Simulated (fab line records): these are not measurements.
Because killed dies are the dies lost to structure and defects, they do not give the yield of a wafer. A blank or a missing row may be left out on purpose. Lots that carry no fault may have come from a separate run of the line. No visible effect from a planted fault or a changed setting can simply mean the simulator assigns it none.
Which tool did it? | flow gf180mcu | 7 lots, 21 wafers sampled, at 4 steps of a route of 602

== WHAT THE GAUGES SHOWED, per wafer ==
GF_NSD_TW_MEAS_12.
lot  | measured     | on            | NSD_TW
L129 | day 14 00:19 | film-metro-03 | 4292 4264 4268
L131 | day 14 19:01 | film-metro-04 | 4215 4227 4199
L133 | day 15 17:14 | film-metro-04 | 4245 4239 4241
L135 | day 16 09:04 | film-metro-04 | 4217 4227 4226
L138 | day 17 08:25 | film-metro-04 | 4210 4209 4186
L146 | day 20 04:55 | film-metro-01 | 4251 4255 4272
L149 | day 21 04:20 | film-metro-01 | 4304 4299 4303

== TOOL THAT RAN EACH LOT (tool first, then ch and the chambers of the sampled wafers, then the start) ==
lot  | GF_MVPSD_COAT_02                  | GF_MVPSD_STRIP_10                    | GF_HV_LDD_STRIP_49
L129 | litho-track-04 ch 0, day 5 03:14  | plasma-asher-02 ch 0, day 5 11:16    | plasma-asher-01 ch 0, day 12 23:01
L131 | litho-track-02 ch 0, day 5 17:08  | plasma-asher-01 ch 0,1, day 6 00:38  | plasma-asher-01 ch 0,1, day 13 18:29
L133 | litho-track-02 ch 0, day 6 06:19  | plasma-asher-01 ch 0,1, day 6 14:13  | plasma-asher-02 ch 0,1, day 14 16:49
L135 | litho-track-02 ch 0, day 6 19:43  | plasma-asher-02 ch 0,1, day 7 04:02  | plasma-asher-02 ch 1, day 15 07:56
L138 | litho-track-02 ch 0, day 7 10:44  | plasma-asher-02 ch 0,1, day 7 19:23  | plasma-asher-01 ch 0,1, day 16 06:05
L146 | litho-track-01 ch 0, day 9 10:07  | plasma-asher-03 ch 0,1, day 9 19:31  | plasma-asher-02 ch 0,1, day 19 01:22
L149 | litho-track-02 ch 0, day 10 04:37 | plasma-asher-03 ch 0,1, day 10 14:46 | plasma-asher-03 ch 0,1, day 20 00:37
- GF_MVPSD_COAT_02: resist thk 3000 nm.
- GF_MVPSD_STRIP_10: strips in O2/N2.
- GF_HV_LDD_STRIP_49: strips in O2/N2.

== THE ANSWER, worked out from the rows above alone ==
Rule: the lots themselves supply what counts as usual. The widest of any qualifying gaps counts: lots, ordered by their means at a reading, are off when they make up no more than a third of the lots, leave a main group of 4 or more, and stand apart from it by 3 or more times the standard deviation of that group's means. A main group whose means are all the same, to the digits that the tables above print for the reading, isn't used. Also off: a lot with no number at a reading for which 4 or more lots have one. Where the step has rows for the other lots, those lots are counted as sound.
No lot is off on any of the readings shown, so nothing can be concluded from this.

== WHAT THE SIMULATOR HAD PUT IN ==
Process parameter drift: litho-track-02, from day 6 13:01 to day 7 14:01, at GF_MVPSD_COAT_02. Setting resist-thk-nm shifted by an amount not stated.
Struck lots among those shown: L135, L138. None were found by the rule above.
